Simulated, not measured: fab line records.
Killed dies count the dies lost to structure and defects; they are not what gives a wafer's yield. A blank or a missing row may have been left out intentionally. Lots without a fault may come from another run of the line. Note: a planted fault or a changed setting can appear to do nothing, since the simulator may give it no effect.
fab line records	flow sfq-line
[record] lots = 15	wafers = 45	last-day = 86
route steps=325 shown I3@133 I4@174 JJ@194 M5@205
lots with no fault: from the same line, run without faults
start-h: start of the lot's first displayed wafer, in hours after the record's first day	wait-h: hours from the lot's prior step to this one	" identical to the entry in the row above	L1.1+2: a single row standing in for several wafers	- value missing, or start not given	* or withheld: withheld	< > ~ a bound
route shown NAME@n: NAME is a module with steps in the file, n the number in the route of the first one	usual: mean and standard deviation over wafers with no fault	same: alike in all rows	chamber/n: place in a boat	sites: each site's reading	_std_site: the standard deviation of these	_edge_site: the outer-site mean with the inner-site mean subtracted	radius-mm: how far each site lies from the wafer's centre	mask NAME#n: copy n	behind: the tool/chamber that last shaped the wafer	hold: the reason the lot was held/the length of the hold in hours/how it ended	device: whichever transistor did not switch (one of n, p or np)	end of line: tests of these same wafers at the route's end	step lacking rows: just its recipe	killed: at the first sort, the dies lost to defects and structure; wafer yield is something else	map: a wafer's dies, marking killed ones x, the rest . and places with no die _
set.NAME: setting as actually run; set.NAME@STEP: the setting as run at that earlier step	model.NAME: the simulator's own value behind a step, which no gauge read
a sample of lots followed through the steps of the route, with each step as a table and each wafer as a row
services: the hour from which a tool's chamber was out of use, counted from the record's first day as start-h (under 0 if before that day), plus the number of hours and why
[[steps]]
[step SFQ_TRILAYER_I3_DEP_PECVD_081]
[recipe] material = SiO2	temp-c = 150	time-s = 111.11	pressure-torr = 2.4	rf-w = 183.3	precursor = SiH4/N2O	target-thk-nm = 500
[usual] chamber-pressure-Torr = 2.400/0.0057	heater-power-outer-w = 30/8	heater-power-w = 84/20	throttle-valve-pct = 23.9/1.4
lot.wafer	tool	chamber	start-h	wait-h	chamber-pressure-Torr	heater-power-outer-w	heater-power-w	throttle-valve-pct
L627.1	pecvd-01	0	954.58	0.0	2.392	20	55	21.9
L627.2	"	2	"	"	2.397	28	87	22.7
L627.4	"	2	"	"	2.395	31	92	23.1
L630.1	pecvd-03	1	961.78	0.0	2.413	15	52	23.0
L630.3	"	2	"	"	2.399	25	67	23.3
L630.4	"	1	"	"	2.400	17	54	22.7
L632.1	pecvd-04	0	965.38	0.0	2.394	27	85	26.1
L632.4	"	0	"	"	2.394	30	88	26.1
L632.6	"	2	"	"	2.406	25	84	24.3
L633.1	pecvd-03	1	971.38	0.0	2.394	19	57	23.0
L633.3	"	2	"	"	2.400	32	74	23.2
L633.4	"	0	"	"	2.403	35	108	23.9
L634.1	pecvd-04	1	974.98	0.0	2.402	33	80	26.9
L634.2	"	2	"	"	2.398	36	97	24.4
L634.3	"	0	"	"	2.401	37	99	25.7
L635.2	pecvd-04	1	1015.59	0.0	2.406	31	77	26.9
L635.3	"	0	"	"	2.398	33	94	25.9
L635.6	"	0	"	"	2.394	36	95	25.9
L638.2	pecvd-01	0	1020.39	0.0	2.404	17	52	21.9
L638.3	"	1	"	"	2.396	44	115	23.5
L638.5	"	0	"	"	2.400	19	52	22.0
L640.2	pecvd-04	0	1022.79	0.0	2.404	27	85	25.7
L640.4	"	2	"	"	2.399	25	83	24.4
L640.6	"	1	"	"	2.400	34	80	26.9
L642.2	pecvd-03	0	1025.19	0.0	2.399	36	109	23.9
L642.4	"	1	"	"	2.399	17	55	23.0
L642.6	"	2	"	"	2.399	33	76	23.4
L643.1	pecvd-04	1	1026.38	0.0	2.393	35	82	27.2
L643.2	"	0	"	"	2.404	36	98	26.0
L643.3	"	2	"	"	2.403	34	99	24.4
L644.3	pecvd-03	0	1171.38	0.0	2.397	32	104	24.4
L644.4	"	1	"	"	2.384	21	61	23.7
L644.6	"	0	"	"	2.401	35	107	24.1
L645.1	pecvd-04	2	1186.98	0.0	2.407	31	92	24.2
L645.2	"	0	"	"	2.390	34	96	25.6
L645.5	"	1	"	"	2.405	31	74	27.0
L646.1	pecvd-01	2	1192.74	0.0	2.400	37	97	23.7
L646.2	"	1	"	"	2.400	38	108	24.1
L646.3	"	0	"	"	2.403	22	58	22.5
L647.2	pecvd-01	1	1205.96	0.0	2.398	45	112	24.3
L647.4	"	1	"	"	2.405	32	99	23.8
L647.5	"	0	"	"	2.397	22	59	22.7
L648.2	pecvd-03	2	1224.26	0.0	2.402	32	75	23.9
L648.3	"	0	"	"	2.406	35	109	24.3
L648.6	"	0	"	"	2.410	37	111	24.2
[step SFQ_TRILAYER_I4_VIA_BARC_OPEN_VIA_ETCH_146]
[recipe] mask-material = PR	chemistry = O2	target-depth-nm = 125	target = BARC	source-w = 500	bias-w = 80	pressure-mtorr = 30	time-s = 41.7
[usual] bias-w = 80.04/0.22	chamber-pressure-mTorr = 30.00/0.039	drypump-motor-current-A = 5.6/0.4	oes-product-au = 0.686/0.004
lot.wafer	tool	chamber	start-h	wait-h	bias-w	chamber-pressure-mTorr	drypump-motor-current-A	oes-product-au	rf-hours-counter-h
L627.1	rie-diel-03	0	1119.12	0.0	80.06	30.02	5.8	0.689	9
L627.2	"	1	"	"	79.96	29.99	4.8	0.686	18
L627.4	"	3	"	"	80.38	29.97	5.1	0.689	4
L630.1	rie-diel-03	2	1132.44	0.0	80.31	29.97	6.1	0.689	14
L630.3	"	1	"	"	79.55	30.01	4.8	0.695	19
L630.4	"	3	"	"	80.05	29.98	5.1	0.690	5
L632.1	rie-diel-04	1	1138.90	0.0	80.19	29.99	6.0	0.683	15
L632.4	"	3	"	"	80.41	29.96	5.4	0.683	-
L632.6	"	1	"	"	79.94	30.03	6.0	0.686	-
L633.1	rie-diel-03	2	1148.82	0.0	79.91	30.02	6.1	0.689	14
L633.3	"	3	"	"	80.03	29.99	5.1	0.686	5
L633.4	"	0	"	"	79.99	30.01	5.9	0.675	10
L634.1	rie-diel-03	0	1156.02	0.0	79.65	29.99	5.9	0.689	10
L634.2	"	1	"	"	80.06	30.01	4.8	0.684	19
L634.3	"	2	"	"	80.37	30.03	6.1	0.681	14
L635.2	rie-diel-02	2	1181.22	0.0	80.20	30.04	5.5	0.690	10
L635.3	"	1	"	"	80.35	29.98	5.7	0.684	13
L635.6	"	3	"	"	80.16	30.03	5.8	0.682	-
L638.2	rie-diel-04	2	1189.62	0.0	79.95	29.99	5.2	0.680	14
L638.3	"	0	"	"	79.72	30.05	5.8	0.680	7
L638.5	"	1	"	"	80.07	30.05	6.0	0.683	-
L640.2	rie-diel-02	0	1194.42	0.0	79.91	29.98	5.5	0.686	15
L640.4	"	2	"	"	80.02	29.98	5.5	0.690	10
L640.6	"	2	"	"	80.47	30.03	5.5	0.688	-
L642.2	rie-diel-02	3	1196.94	0.0	80.09	30.01	5.8	0.680	14
L642.4	"	0	"	"	79.89	29.98	5.5	0.687	16
L642.6	"	0	"	"	79.65	29.97	5.5	0.687	-
L643.1	rie-diel-03	0	1198.14	0.0	79.85	30.03	5.8	0.681	11
L643.2	"	3	"	"	79.69	30.01	5.1	0.686	6
L643.3	"	1	"	"	80.22	30.00	4.8	0.683	0
L644.3	rie-diel-03	0	1203.31	0.0	79.99	29.97	5.8	0.688	11
L644.4	"	1	"	"	79.87	29.97	4.8	0.688	0
L644.6	"	1	"	"	79.90	29.99	4.8	0.681	-
L645.1	rie-diel-02	1	1216.67	0.0	80.26	30.04	5.8	0.680	14
L645.2	"	2	"	"	79.75	30.01	5.6	0.685	11
L645.5	"	2	"	"	79.92	29.97	5.6	0.690	-
L646.1	rie-diel-04	1	1221.66	0.0	80.42	29.95	6.0	0.684	17
L646.2	"	2	"	"	80.03	29.99	5.2	0.685	15
L646.3	"	0	"	"	80.70	30.01	5.8	0.687	8
L647.2	rie-diel-03	2	1268.91	0.0	79.60	30.03	6.1	0.687	16
L647.4	"	1	"	"	80.48	30.03	4.8	0.683	1
L647.5	"	0	"	"	80.11	30.00	5.8	0.692	-
L648.2	rie-diel-04	2	1378.76	0.0	80.38	30.02	5.3	0.687	17
L648.3	"	0	"	"	80.04	30.01	5.9	0.684	10
L648.6	"	0	"	"	80.04	29.98	5.9	0.687	-
[step SFQ_TRILAYER_JJ_CE_ETCH_RIE_118]
[recipe] target = Nb	stop-on = Al2O3	mask-material = PR	taper-deg = 13.257	over-etch-frac = 0.15	time-s = 97.7	chemistry = SF6	target-depth-nm = 170	icp-w = 600	bias-w = 80	pressure-mtorr = 10
[usual] bias-w = 80.02/0.25	drypump-motor-current-A = 6.0/0.42	oes-product-au = 0.989/0.0091
lot.wafer	tool	chamber	start-h	wait-h	bias-w	drypump-motor-current-A	oes-product-au	rf-hours-counter-h
L627.1	rie-metal-03	0	1125.00	0.1	80.26	6.2	0.987	133
L627.2	"	1	"	"	80.00	6.5	0.989	72
L627.4	"	0	"	"	79.99	6.2	0.981	-
L630.1	rie-metal-03	1	1248.25	0.1	80.49	6.6	0.981	94
L630.3	"	1	"	"	80.17	6.6	0.993	-
L630.4	"	0	"	"	80.04	6.2	0.991	-
L632.1	rie-metal-03	0	1255.45	0.1	79.89	6.2	0.989	8
L632.4	"	0	"	"	80.37	6.2	0.992	-
L632.6	"	0	"	"	80.08	6.2	0.996	-
L633.1	rie-metal-02	0	1273.45	0.1	79.97	5.4	0.998	63
L633.3	"	0	"	"	80.17	5.4	0.999	-
L633.4	"	1	"	"	80.33	6.2	0.981	-
L634.1	rie-metal-04	1	1286.55	0.1	80.30	5.6	0.997	41
L634.2	"	0	"	"	80.42	5.7	0.993	123
L634.3	"	0	"	"	80.03	5.7	0.976	-
L635.2	rie-metal-04	1	1303.35	0.1	79.58	5.5	0.988	42
L635.3	"	1	"	"	79.70	5.5	0.987	-
L635.6	"	0	"	"	80.09	5.7	0.978	-
L638.2	rie-metal-03	0	1314.15	0.1	80.26	6.2	0.994	16
L638.3	"	0	"	"	80.14	6.2	0.990	-
L638.5	"	0	"	"	80.10	6.2	0.995	-
L640.2	rie-metal-03	0	1321.35	0.1	80.06	6.2	0.992	17
L640.4	"	0	"	"	80.14	6.2	0.978	-
L640.6	"	1	"	"	80.16	6.6	0.977	-
L642.2	rie-metal-04	0	1326.15	0.1	80.00	5.7	0.978	0
L642.4	"	0	"	"	80.07	5.7	0.986	-
L642.6	"	1	"	"	79.91	5.5	0.999	-
L643.1	rie-metal-02	0	1328.55	0.1	80.34	5.4	0.987	70
L643.2	"	1	"	"	79.92	6.2	0.987	92
L643.3	"	1	"	"	79.93	6.2	0.997	-
L644.3	rie-metal-04	1	1333.39	0.1	79.78	5.6	1.001	-
L644.4	"	0	"	"	79.30	5.7	0.990	-
L644.6	"	0	"	"	79.58	5.7	0.985	-
L645.1	rie-metal-02	1	1338.15	0.1	79.87	6.2	0.993	94
L645.2	"	0	"	"	80.34	5.4	0.999	71
L645.5	"	1	"	"	79.95	6.2	0.992	-
L646.1	rie-metal-02	0	1344.15	0.1	80.06	5.4	0.987	72
L646.2	"	1	"	"	80.10	6.2	0.977	95
L646.3	"	1	"	"	80.18	6.2	0.998	-
L647.2	rie-metal-02	0	1352.35	0.1	79.89	5.4	0.991	75
L647.4	"	1	"	"	80.32	6.2	1.000	-
L647.5	"	0	"	"	79.89	5.4	0.990	-
L648.2	rie-metal-04	1	1506.51	0.1	80.34	5.5	0.988	60
L648.3	"	0	"	"	80.20	5.7	0.961	-
L648.6	"	1	"	"	80.38	5.6	0.998	-
[step SFQ_TRILAYER_M5_BARC_OPEN_METAL_ETCH_161]
[recipe] mask-material = PR	chemistry = O2	target-depth-nm = 125	target = BARC	icp-w = 600	bias-w = 80	pressure-mtorr = 10	time-s = 41.7
[usual] bias-w = 80.00/0.24	chamber-pressure-mTorr = 10.000/0.0076	drypump-motor-current-A = 5.8/0.42	oes-product-au = 0.685/0.0043
lot.wafer	tool	chamber	start-h	wait-h	bias-w	chamber-pressure-mTorr	drypump-motor-current-A	oes-product-au	rf-hours-counter-h
L627.1	rie-metal-01	1	1243.71	0.0	79.70	9.996	5.3	0.681	1
L627.2	"	0	"	"	79.50	9.997	5.6	0.683	133
L627.4	"	0	"	"	80.10	9.996	5.5	0.684	-
L630.1	rie-metal-04	1	1258.11	0.0	80.20	9.990	5.6	0.687	36
L630.3	"	1	"	"	80.03	10.008	5.6	0.681	-
L630.4	"	0	"	"	80.19	10.007	5.7	0.681	-
L632.1	rie-metal-04	1	1265.31	0.0	80.15	9.984	5.6	0.675	38
L632.4	"	1	"	"	80.25	9.988	5.6	0.687	-
L632.6	"	0	"	"	80.17	10.005	5.7	0.686	-
L633.1	rie-metal-03	1	1400.36	0.0	80.55	10.003	6.6	0.684	117
L633.3	"	1	"	"	80.46	9.994	6.6	0.683	-
L633.4	"	0	"	"	80.44	9.992	6.2	0.683	-
L634.1	rie-metal-01	1	1411.16	0.0	79.79	9.995	5.3	0.680	24
L634.2	"	0	"	"	80.18	10.002	5.5	0.687	15
L634.3	"	1	"	"	79.93	9.992	5.3	0.688	-
L635.2	rie-metal-04	0	1439.05	0.0	79.97	9.985	5.7	0.683	-
L635.3	"	0	"	"	80.03	10.003	5.7	0.692	-
L635.6	"	0	"	"	80.05	9.989	5.7	0.691	-
L638.2	rie-metal-01	1	1447.19	0.0	80.57	10.012	5.3	0.687	28
L638.3	"	0	"	"	79.81	10.004	5.6	0.685	-
L638.5	"	0	"	"	79.83	9.992	5.6	0.687	-
L640.2	rie-metal-04	0	1452.01	0.0	80.13	11.995	5.7	0.682	-
L640.4	"	0	"	"	79.84	11.999	5.7	0.684	-
L640.6	"	0	"	"	79.81	12.000	5.7	0.683	-
L642.2	rie-metal-04	0	1456.03	0.0	79.73	11.999	5.7	0.689	-
L642.4	"	0	"	"	79.66	11.993	5.7	0.681	-
L642.6	"	0	"	"	79.37	12.008	5.7	0.681	-
L643.1	rie-metal-03	1	1458.41	0.0	80.30	10.009	6.5	0.684	124
L643.2	"	0	"	"	80.10	9.996	6.2	0.687	35
L643.3	"	0	"	"	79.97	10.002	6.2	0.679	-
L644.3	rie-metal-04	0	1460.83	0.0	79.44	12.006	5.7	0.683	-
L644.4	"	1	"	"	80.04	11.996	5.5	0.689	-
L644.6	"	1	"	"	79.98	12.000	5.5	0.684	-
L645.1	rie-metal-03	1	1465.61	0.0	80.50	9.999	6.6	0.685	125
L645.2	"	0	"	"	80.26	9.998	6.2	0.677	36
L645.5	"	0	"	"	79.88	10.015	6.2	0.686	-
L646.1	rie-metal-01	0	1469.21	0.0	80.04	9.992	5.6	0.684	23
L646.2	"	1	"	"	80.01	9.998	5.3	0.689	32
L646.3	"	0	"	"	80.05	9.987	5.6	0.688	-
L647.2	rie-metal-01	1	1476.41	0.0	79.98	10.007	5.3	0.692	33
L647.4	"	0	"	"	79.76	10.002	5.6	0.685	-
L647.5	"	1	"	"	79.76	10.002	5.3	0.681	-
L648.2	rie-metal-03	0	1510.31	0.0	79.99	9.995	6.2	0.683	44
L648.3	"	0	"	"	79.99	10.005	6.2	0.681	-
L648.6	"	1	"	"	80.00	10.004	6.5	0.683	-
[[services]]
tool	chamber	start-h	hours	kind
pecvd-04	0	938.13	6.2	repair
rie-metal-03	0	985.05	1.3	repair
rie-metal-04	-	991.43	1.4	pm
rie-diel-03	2	1064.09	11.7	repair
rie-diel-03	-	1091.43	0.8	repair
rie-metal-04	-	1098.12	1.1	repair
rie-diel-03	0	1099.35	8.3	repair
rie-diel-03	2	1103.77	7.6	repair
rie-diel-03	3	1106.54	2.4	repair
rie-metal-04	-	1112.83	39.6	repair
rie-diel-03	0	1114.30	4.3	repair
rie-diel-03	-	1135.80	0.3	repair
rie-metal-03	-	1213.56	0.3	repair
rie-diel-03	0	1304.18	5.0	repair
rie-diel-03	0	1315.23	6.9	repair
rie-diel-03	1	1321.77	2.4	repair
rie-diel-03	2	1327.40	3.4	repair
rie-metal-03	0	1335.98	4.6	repair
rie-metal-04	-	1338.10	15.6	pm
rie-diel-03	0	1400.16	2.2	repair
rie-metal-03	-	1406.32	1.4	pm
rie-metal-04	1	1412.25	45.4	repair
rie-diel-03	3	1443.35	4.9	repair
rie-diel-03	3	1477.18	17.9	repair
[[key]]
[first-sign] step = SFQ_TRILAYER_M5_BARC_OPEN_METAL_ETCH_161	reading = chamber-pressure-mTorr	direction = up	sigmas = 99+	usual = 10.000	struck = 12.000
effect none on later readings
met-at SFQ_TRILAYER_M5_BARC_OPEN_METAL_ETCH_161
struck-lots L640,L642,L644
not-acting-at SFQ_TRILAYER_I3_DEP_PECVD_081,SFQ_TRILAYER_I4_VIA_BARC_OPEN_VIA_ETCH_146,SFQ_TRILAYER_JJ_CE_ETCH_RIE_118
onset-between 1439.05 1452.01
[fault] kind = process-parameter-drift	tool = rie-metal-04	chamber = -	onset-h = 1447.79	steps = SFQ_TRILAYER_M5_BARC_OPEN_METAL_ETCH_161	channel = pressure-mtorr	offset = 2	shape = step	end-h = 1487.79	acts-in = these-recipes-only	stated = 10
